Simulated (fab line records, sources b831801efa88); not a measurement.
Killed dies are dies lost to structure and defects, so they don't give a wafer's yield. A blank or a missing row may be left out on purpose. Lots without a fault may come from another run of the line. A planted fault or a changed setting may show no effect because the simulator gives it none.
Which tool did it? | flow sky130 | 6 lots, 16 wafers sampled, at 3 steps of a route of 708

WHAT THE GAUGES READ, wafer by wafer
SKY_NWELL_RS_MEAS_31: measures by four-point-probe.
lot  | measured     | on            | PWDE_RS (ohm/sq)
L318 | day 5 16:04  | film_metro-03 | 5264 5269 5271
L322 | day 6 12:38  | film_metro-01 | 5276 5275 5292
L325 | day 7 08:02  | film_metro-04 | 5270 5257
L328 | day 8 01:52  | film_metro-01 | 5280 5289
L337 | day 10 08:11 | film_metro-04 | 5267 5271 5252
L340 | day 11 06:53 | film_metro-04 | 5271 5289 5278

WHICH TOOL RAN EACH LOT (tool, then ch and the chambers of the sampled wafers, then the start)
lot  | SKY_FIELD_ISO_ETCH_15             | SKY_FIELD_ISO_STRIP_16
L318 | rie_diel-01 ch 0,3, day 2 12:22   | plasma_asher-01 ch 1, day 2 12:26
L322 | rie_diel-01 ch 0,1,3, day 3 06:42 | plasma_asher-01 ch 0,1, day 3 06:46
L325 | rie_diel-03 ch 0,3, day 3 22:22   | plasma_asher-01 ch 0,1, day 3 22:26
L328 | rie_diel-03 ch 1,3, day 4 13:57   | plasma_asher-01 ch 1, day 4 14:01
L337 | rie_diel-01 ch 0,2, day 6 13:37   | plasma_asher-04 ch 0,1, day 6 13:40
L340 | rie_diel-03 ch 1,3, day 7 08:12   | plasma_asher-01 ch 0,1, day 7 08:17
- SKY_FIELD_ISO_ETCH_15: etches the open film in CHF3/O2, stops on Si, target depth 180 nm, time 72 s.
- SKY_FIELD_ISO_STRIP_16: strips in O2/N2.

THE ANSWER, worked out from the rows above alone
Rule: what is usual is taken from the lots themselves. Put in order of their means at a reading, lots are off if they are a third of the lots or fewer, leave a main group of 4 or more, and stand apart from it by a gap of 3 or more times the standard deviation of the main group's means; of several such gaps the widest counts. A main group whose means are all the same, to the digits that the tables above print for the reading, isn't used. A lot without any number at a reading at which 4 lots or more have one is off too. The other lots that the step has rows for count as sound.
No lot is off at any reading shown: from this, nothing can be told.

WHAT THE SIMULATOR HAD PUT IN
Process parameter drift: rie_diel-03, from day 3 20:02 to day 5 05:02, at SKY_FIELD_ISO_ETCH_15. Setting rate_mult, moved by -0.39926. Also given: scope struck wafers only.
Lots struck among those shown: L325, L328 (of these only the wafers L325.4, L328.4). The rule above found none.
